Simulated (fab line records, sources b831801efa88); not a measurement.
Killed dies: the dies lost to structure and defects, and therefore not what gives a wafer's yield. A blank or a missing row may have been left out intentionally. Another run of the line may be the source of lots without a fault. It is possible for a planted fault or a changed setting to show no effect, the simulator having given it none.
The tool behind it: which one? / flow gf180mcu / Sampling: 11 lots, 33 wafers, 4 of 602 route steps

## WHAT EACH GAUGE READ, for each wafer
GF_M2_RS_MEAS_05: the measuring method here is four-point-probe.
lot=L954; measured=day 18 07:06; on=film metro-02; M2_ALCU_RS (ohm/sq)=0.0695 0.0678 0.0674
lot=L955; measured=day 18 15:47; on=film metro-03; M2_ALCU_RS (ohm/sq)=0.0682 0.0709 0.0706
lot=L958; measured=day 19 21:08; on=film metro-03; M2_ALCU_RS (ohm/sq)=0.0694 0.0692 0.0691
lot=L961; measured=day 21 02:38; on=film metro-03; M2_ALCU_RS (ohm/sq)=0.0684 0.0680 0.0684
lot=L965; measured=day 22 13:02; on=film metro-03; M2_ALCU_RS (ohm/sq)=7.1634 7.1187 7.1058
lot=L966; measured=day 22 23:35; on=film metro-03; M2_ALCU_RS (ohm/sq)=7.1064 7.1761 7.0914
lot=L967; measured=day 23 10:58; on=film metro-02; M2_ALCU_RS (ohm/sq)=7.0985 7.1331 7.1501
lot=L973; measured=day 25 06:47; on=film metro-02; M2_ALCU_RS (ohm/sq)=0.0702 0.0714 0.0696
lot=L975; measured=day 25 18:34; on=film metro-02; M2_ALCU_RS (ohm/sq)=0.0692 0.0685 0.0681
lot=L976; measured=day 26 04:05; on=film metro-03; M2_ALCU_RS (ohm/sq)=0.0709 0.0697 0.0700
lot=L977; measured=day 26 14:13; on=film metro-03; M2_ALCU_RS (ohm/sq)=0.0689 0.0699 0.0692

## WHAT TOOL EACH LOT RAN ON (gives the tool, then ch and the chambers of the sampled wafers, and finally the start)
lot=L954; GF_M1_SPUTTER_02=pvd sputter-01, day 16 05:25; GF_M1_SPUTTER_03=pvd sputter-01, day 16 05:27; GF_M2_SPUTTER_02=pvd sputter-02, day 18 07:01
lot=L955; GF_M1_SPUTTER_02=pvd sputter-02, day 16 13:37; GF_M1_SPUTTER_03=pvd sputter-02, day 16 13:39; GF_M2_SPUTTER_02=pvd sputter-02, day 18 15:41
lot=L958; GF_M1_SPUTTER_02=pvd sputter-03, day 17 18:10; GF_M1_SPUTTER_03=pvd sputter-03, day 17 18:12; GF_M2_SPUTTER_02=pvd sputter-04, day 19 21:02
lot=L961; GF_M1_SPUTTER_02=pvd sputter-01, day 18 22:10; GF_M1_SPUTTER_03=pvd sputter-01, day 18 22:12; GF_M2_SPUTTER_02=pvd sputter-04, day 21 02:32
lot=L965; GF_M1_SPUTTER_02=pvd sputter-03, day 20 08:25; GF_M1_SPUTTER_03=pvd sputter-03, day 20 08:27; GF_M2_SPUTTER_02=pvd sputter-04, day 22 12:56
lot=L966; GF_M1_SPUTTER_02=pvd sputter-01, day 20 20:23; GF_M1_SPUTTER_03=pvd sputter-01, day 20 20:25; GF_M2_SPUTTER_02=pvd sputter-03, day 22 23:29
lot=L967; GF_M1_SPUTTER_02=pvd sputter-03, day 21 07:55; GF_M1_SPUTTER_03=pvd sputter-03, day 21 07:57; GF_M2_SPUTTER_02=pvd sputter-04, day 23 10:53
lot=L973; GF_M1_SPUTTER_02=pvd sputter-03, day 23 07:17; GF_M1_SPUTTER_03=pvd sputter-03, day 23 07:19; GF_M2_SPUTTER_02=pvd sputter-04, day 25 06:41
lot=L975; GF_M1_SPUTTER_02=pvd sputter-02, day 23 19:28; GF_M1_SPUTTER_03=pvd sputter-02, day 23 19:30; GF_M2_SPUTTER_02=pvd sputter-04, day 25 18:29
lot=L976; GF_M1_SPUTTER_02=pvd sputter-02, day 24 04:58; GF_M1_SPUTTER_03=pvd sputter-02, day 24 05:00; GF_M2_SPUTTER_02=pvd sputter-03, day 26 03:59
lot=L977; GF_M1_SPUTTER_02=pvd sputter-01, day 24 15:43; GF_M1_SPUTTER_03=pvd sputter-01, day 24 15:45; GF_M2_SPUTTER_02=pvd sputter-04, day 26 14:08
- GF_M1_SPUTTER_02: material AlCu, target thk 450 nm, time 23.9 s.
- GF_M1_SPUTTER_03: material Ti, target thk 10 nm, time 6.7 s.
- GF_M2_SPUTTER_02: material AlCu, target thk 450 nm, time 23.9 s.

## THE ANSWER, worked out from the rows above alone
Rule: the usual values come from the lots themselves. Put in order of their means at a reading, lots are off if they are a third of the lots or fewer, leave a main group of 4 or more, and stand apart from it by a gap of 3 or more times the standard deviation of the main group's means; of several such gaps the widest counts. If all means in a main group match to the digits the tables above print for the reading, that group is not used. A lot without any number at a reading at which 4 lots or more have one is off too. All remaining lots with rows at the step are treated as sound.
Off: L965, L966, L967, at GF_M2_RS_MEAS_05 (M2_ALCU_RS). The main group has a mean of 0.0693 ohm/sq with a standard deviation of 0.0008.
A tool fits if, at a process step before that reading, it ran every lot that is off, and no sound lot after the first of them. Those tools and the gauges at GF_M2_RS_MEAS_05 are tried in the same way. No candidate that was tried fits.

## WHAT THE SIMULATOR PUT IN
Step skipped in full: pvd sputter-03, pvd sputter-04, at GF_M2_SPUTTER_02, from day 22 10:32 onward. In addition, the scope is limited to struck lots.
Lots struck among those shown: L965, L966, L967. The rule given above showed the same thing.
